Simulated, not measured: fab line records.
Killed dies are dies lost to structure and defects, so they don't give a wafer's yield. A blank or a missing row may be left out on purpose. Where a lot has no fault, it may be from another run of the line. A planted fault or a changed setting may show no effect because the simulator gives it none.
2 desks looking at one fault -- flow sky130 -- every desk sees just its own numbers, and what lay behind them comes last

THE METROLOGY DESK
Means of the sampled wafers that have a number, per lot and without regard to the tool the lot ran on: this is what the gauges read. Marked OUT: a lot whose mean sits more than 4 standard deviations from the usual mean, which makes it out of limits; the brackets give that distance.
Columns: A = CAPM_TIN_THK at SKY_CAPM_THK_MEAS_04, usual 202.3 nm; B = VIA3_HDPCVD_THK at SKY_VIA3_THK_MEAS_01, usual 1630 nm
lot,first seen here,A,B
L229,day 37 09:55,202.6,1617
L232,day 38 20:40,203.8,1631
L235,day 39 08:01,203.2,1630
L234,day 39 14:13,202.3,1616
L236,day 39 15:22,204.9,1647
L239,day 40 21:29,201.3,1631
L240,day 41 02:49,198.8,1641
L241,day 41 06:40,200.2,1626
L242,day 41 11:25,204.2,1641
L246,day 42 13:13,198.7,1624
L248,day 43 17:50,206.0,1607
This desk found nothing out of limits on any of the 11 lots.

AT THE TOOL OWNER'S DESK: lithoTrack-04
The tool's own readings at SKY_VIA3_COAT_07 (resist thk 450 nm): means of the sampled wafers that have a number, for each lot that ran on this tool. Marked OUT: a lot whose mean sits more than 4 standard deviations from the usual mean, which makes it out of limits; the brackets give that distance.
Columns: A = chillPlateTempC at SKY_VIA3_COAT_07, usual 22.99 C; B = spinSpeedRpm at SKY_VIA3_COAT_07, usual 3000.2 rpm
lot,first seen here,A,B
L236,day 42 06:00,23.07,2996.7
L239,day 43 10:00,23.00,2999.8
L240,day 43 14:00,22.92,3756.2 (+99 or more) OUT
L242,day 44 00:00,23.00,3756.5 (+99 or more) OUT
L246,day 44 23:00,23.02,3757.3 (+99 or more) OUT
Finding of this desk: L240, L242, L246 out of limits; the first was L240 at day 43 14:00, on spinSpeedRpm at SKY_VIA3_COAT_07. In limits: L236, L239.

PUT TOGETHER
An alarm could have come from the tool owner's desk at day 43 14:00, on L240, L242, L246.
From the metrology desk's view, nothing was out of limits.
The metrology desk holds a record of L240, L242, L246, inside its limits.
Of the lots named, all ran SKY_VIA3_COAT_07 on lithoTrack-04.

WHAT THE SIMULATOR PUT IN
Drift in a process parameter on lithoTrack-04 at SKY_VIA3_COAT_07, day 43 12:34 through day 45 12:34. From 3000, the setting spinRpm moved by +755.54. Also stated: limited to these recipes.
Lots struck among those shown: L240, L242, L246.
Hours from the fault's start to each desk's first reading out of limits: the tool owner's desk, 1.
